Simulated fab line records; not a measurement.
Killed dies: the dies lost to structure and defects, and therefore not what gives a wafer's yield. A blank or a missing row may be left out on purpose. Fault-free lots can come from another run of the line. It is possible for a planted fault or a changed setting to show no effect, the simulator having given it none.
Which tool did it? | flow sky130 | Sampling: 12 lots, 36 wafers, 2 of 708 route steps

## WHAT THE GAUGES READ, wafer by wafer
SKY_VT_ADJUST_PCH_OVL_MEAS_07.
lot  | measured     | on         | VT_ADJUST_PCH_OVL (nm)
L075 | day 10 18:17 | overlay-02 | 0.3 1.3 0.0
L077 | day 11 06:12 | overlay-01 | 2.3 1.8 1.2
L079 | day 11 22:58 | overlay-01 | -1.2 -0.9 -2.3
L081 | day 12 10:22 | overlay-02 | 0.4 1.0 2.6
L083 | day 13 01:46 | overlay-01 | -1.3 -1.4 -1.6
L085 | day 13 16:32 | overlay-02 | -2.0 0.9 1.0
L087 | day 14 06:29 | overlay-01 | -0.9 0.4 -0.1
L089 | day 14 23:55 | overlay-02 | -0.3 -0.7 0.2
L091 | day 16 01:01 | overlay-02 | -0.8 -1.0 -2.7
L093 | day 16 22:02 | overlay-02 | 0.5 0.0 -0.1
L095 | day 17 03:38 | overlay-02 | 1.9 1.4 -0.1
L097 | day 17 21:05 | overlay-02 | 1.4 0.4 -0.4

## WHAT TOOL EACH LOT RAN ON (gives the tool, then ch and the chambers of the sampled wafers, and finally the start)
lot  | SKY_VT_ADJUST_NCORE_STRIP_10
L075 | plasma-asher-02 ch 1, day 8 23:17
L077 | plasma-asher-01 ch 0,1, day 9 08:50
L079 | plasma-asher-02 ch 0,1, day 10 01:17
L081 | plasma-asher-04 ch 0,1, day 10 11:02
L083 | plasma-asher-04 ch 0,1, day 11 01:26
L085 | plasma-asher-02 ch 0,1, day 11 15:19
L087 | plasma-asher-01 ch 0,1, day 12 04:32
L089 | plasma-asher-01 ch 0, day 12 19:44
L091 | plasma-asher-04 ch 0,1, day 13 19:40
L093 | plasma-asher-01 ch 0,1, day 14 14:13
L095 | plasma-asher-02 ch 0,1, day 14 19:54
L097 | plasma-asher-01 ch 0,1, day 15 13:56
- SKY_VT_ADJUST_NCORE_STRIP_10: strips in O2/N2.

## THE ANSWER, worked out from the rows above alone
Rule: the lots themselves supply what counts as usual. Put in order of their means at a reading, lots are off if they are a third of the lots or fewer, leave a main group of 4 or more, and stand apart from it by a gap of 3 or more times the standard deviation of the main group's means; of several such gaps the widest counts. A main group whose means are all the same, to the digits that the tables above print for the reading, isn't used. Also off: a lot with no number at a reading for which 4 or more lots have one. The other lots that the step has rows for count as sound.
None of the lots is off at any reading shown; this tells nothing.

## WHAT THE SIMULATOR PUT IN
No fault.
